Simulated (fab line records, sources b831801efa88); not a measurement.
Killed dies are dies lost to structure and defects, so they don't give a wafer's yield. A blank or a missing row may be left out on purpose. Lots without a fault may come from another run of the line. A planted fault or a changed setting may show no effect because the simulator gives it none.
Tool commonality check | flow gf180mcu | 13 lots, 39 wafers sampled

WHY IT WAS OPENED
At GF_HV_LDD_TW_MEAS_38 the reading HV_LDD_3_TW is flagged on 1 of 13 lots. Wafers without a fault read 1436, standard deviation 13.
Rule: a lot is flagged when every wafer of it that has a number lies more than 4 standard deviations from that mean, or none has a number. The other lots count as sound.

lot  | measured     | on            | HV_LDD_3_TW, wafer by wafer | flag
L388 | day 11 17:37 | film_metro-01 | 1444 1445 1440              |
L389 | day 11 22:06 | film_metro-03 | 1428 1430 1422              |
L391 | day 12 13:36 | film_metro-03 | 1418 1423 1413              |
L392 | day 12 21:32 | film_metro-02 | 1437 1433 1435              |
L396 | day 14 03:55 | film_metro-02 | 1424 1433 1429              |
L397 | day 14 15:02 | film_metro-02 | 30 30 30                    | FLAGGED
L399 | day 15 04:36 | film_metro-01 | 1453 1454 1450              |
L401 | day 15 17:57 | film_metro-01 | 1453 1447 1455              |
L405 | day 17 05:45 | film_metro-03 | 1421 1425 1431              |
L406 | day 17 08:30 | film_metro-03 | 1429 1424 1423              |
L407 | day 17 20:38 | film_metro-01 | 1457 1463 1456              |
L409 | day 18 10:32 | film_metro-02 | 1436 1434 1441              |
L410 | day 18 16:46 | film_metro-03 | 1433 1430 1431              |
The numbers of the flagged lots are 30 on average: -1406 against the usual, or -99 or more standard deviations.

WHICH TOOL RAN EACH LOT
The record holds 1 process step before the reading, out of a route of 602 steps. In each cell: the tool, then ch and the chambers that the sampled wafers went through, then the start.
lot  | flag    | GF_HV_LDD_EXPOSE_28
L388 |         | iline_stepper-02 ch 0, day 11 07:49
L389 |         | iline_stepper-01 ch 0, day 11 12:31
L391 |         | iline_stepper-01 ch 0, day 12 02:25
L392 |         | iline_stepper-01 ch 0, day 12 10:58
L396 |         | iline_stepper-02 ch 0, day 13 16:54
L397 | FLAGGED | iline_stepper-01 ch 0, day 14 04:26
L399 |         | iline_stepper-01 ch 0, day 14 17:40
L401 |         | iline_stepper-02 ch 0, day 15 06:57
L405 |         | iline_stepper-01 ch 0, day 16 17:48
L406 |         | iline_stepper-01 ch 0, day 16 20:37
L407 |         | iline_stepper-01 ch 0, day 17 08:14
L409 |         | iline_stepper-01 ch 0, day 17 21:52
L410 |         | iline_stepper-02 ch 0, day 18 04:26
What these steps do:
- GF_HV_LDD_EXPOSE_28: exposes mask Nplus HV AREA, target cd 400 nm.
- GF_HV_LDD_TW_MEAS_38

FLAGGED OVER TOTAL, TOOL BY TOOL (the gauges that took the reading come last)
step                 | tool             | lots run | flagged | share of the flagged lots | sound lots run after its first flagged lot
GF_HV_LDD_EXPOSE_28  | iline_stepper-01 | 9        | 1       | all                       | 5 (L399,L405,L406,L407,L409)
GF_HV_LDD_EXPOSE_28  | iline_stepper-02 | 4        | 0       | none                      | -
GF_HV_LDD_TW_MEAS_38 | film_metro-01    | 4        | 0       | none                      | -
GF_HV_LDD_TW_MEAS_38 | film_metro-02    | 4        | 1       | all                       | 1 (L409)
GF_HV_LDD_TW_MEAS_38 | film_metro-03    | 5        | 0       | none                      | -

WHAT THE TABLE ALLOWS
2 rows of the table ran every flagged lot: iline_stepper-01 at GF_HV_LDD_EXPOSE_28, film_metro-02 at GF_HV_LDD_TW_MEAS_38.
- iline_stepper-01 at GF_HV_LDD_EXPOSE_28: 1 of its 9 lots flagged. Sound lots ran on it after the first flagged one (L399, L405, L406, L407, L409), which a lasting fault on the whole tool wouldn't allow.
- film_metro-02 at GF_HV_LDD_TW_MEAS_38: 1 of its 4 lots flagged. Sound lots ran on it after the first flagged one (L409), which a lasting fault on the whole tool wouldn't allow.
No row of the table ran every flagged lot and no sound lot after the first.

WHAT THE SIMULATOR HAD PUT IN
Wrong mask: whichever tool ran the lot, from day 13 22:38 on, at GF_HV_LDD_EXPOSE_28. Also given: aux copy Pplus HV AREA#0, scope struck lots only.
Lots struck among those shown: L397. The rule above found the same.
